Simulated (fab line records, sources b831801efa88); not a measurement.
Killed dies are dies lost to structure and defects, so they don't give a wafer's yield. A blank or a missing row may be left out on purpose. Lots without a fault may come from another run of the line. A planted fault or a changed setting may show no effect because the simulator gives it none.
Chamber matching | flow gf180mcu | GF_STI_ETCH_14 on rie_si-01: 4 sister chambers
The step etches Si in HBr/Cl2/O2, target depth 360 nm, time 102.9 s. 20 wafers are shown with their chamber, then 10 later ones without.

WAFERS WITH THEIR CHAMBER
wafer  | chamber | oes_product_au (a.u.) | throttle_valve_pct (%)
L556.3 | 2       | 0.977                 | 25.677
L556.4 | 1       | 0.991                 | 25.655
L556.6 | 0       | 0.990                 | 25.643
L558.3 | 2       | 0.990                 | 25.686
L558.5 | 2       | 0.987                 | 25.667
L558.6 | 1       | 1.006                 | 25.644
L562.2 | 0       | 0.999                 | 25.659
L562.3 | 2       | 0.977                 | 25.672
L562.6 | 2       | 0.997                 | 25.672
L563.1 | 3       | 1.010                 | 25.643
L563.2 | 1       | 0.994                 | 25.648
L563.6 | 3       | 1.014                 | 25.634
L568.1 | 3       | 1.003                 | 25.656
L568.3 | 0       | 0.981                 | 25.670
L568.4 | 2       | 0.984                 | 25.667
L569.2 | 2       | 0.981                 | 25.660
L569.3 | 3       | 1.001                 | 25.670
L569.4 | 0       | 0.982                 | 25.662
L574.1 | 3       | 1.009                 | 25.652
L574.4 | 1       | 1.009                 | 25.645

SIGNATURES (means of the wafers above)
reading            | chamber 0 | chamber 1 | chamber 2 | chamber 3 | scatter within a chamber
oes_product_au     | 0.98800   | 1.00000   | 0.98471   | 1.00740   | 0.00739
throttle_valve_pct | 25.65850  | 25.64800  | 25.67157  | 25.65100  | 0.01
Rule: a wafer's distance from a chamber is the root of the sum, over the readings, of the square of ((its reading less the chamber's mean) divided by the reading's scatter). The wafer belongs to the nearest chamber; if the next one is less than 2 further off, it can't be placed. The scatter: the root of (the sum of the squares of (reading less its chamber's mean) over the shown wafers, divided by (wafers less chambers)).

WAFERS WITHOUT THEIR CHAMBER
wafer  | oes_product_au (a.u.) | throttle_valve_pct (%)
L574.6 | 0.990                 | 25.673
L575.3 | 0.997                 | 25.674
L575.4 | 1.009                 | 25.625
L575.6 | 0.988                 | 25.660
L576.1 | 0.995                 | 25.663
L576.4 | 0.973                 | 25.674
L576.6 | 1.001                 | 25.668
L577.2 | 0.989                 | 25.662
L577.3 | 0.974                 | 25.688
L577.5 | 0.996                 | 25.645

WHICH CHAMBER EACH WENT THROUGH
wafer  | from the rows above               | in truth
L574.6 | can't be placed: 2 or 0           | 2
L575.3 | can't be placed: 2 or 0 or 1 or 3 | 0
L575.4 | can't be placed: 1 or 3 or 0      | 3
L575.6 | can't be placed: 0 or 2 or 1      | 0
L576.1 | can't be placed: 0 or 2 or 1 or 3 | 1
L576.4 | can't be placed: 2 or 0           | 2
L576.6 | can't be placed: 3 or 1 or 0 or 2 | 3
L577.2 | can't be placed: 0 or 2 or 1      | 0
L577.3 | can't be placed: 2 or 0           | 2
L577.5 | can't be placed: 1 or 3 or 0      | 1
Placed correctly: 0 of 10. Can't be placed from these rows: 10 (the true chamber is among the candidates in 10). Placed wrongly: 0.
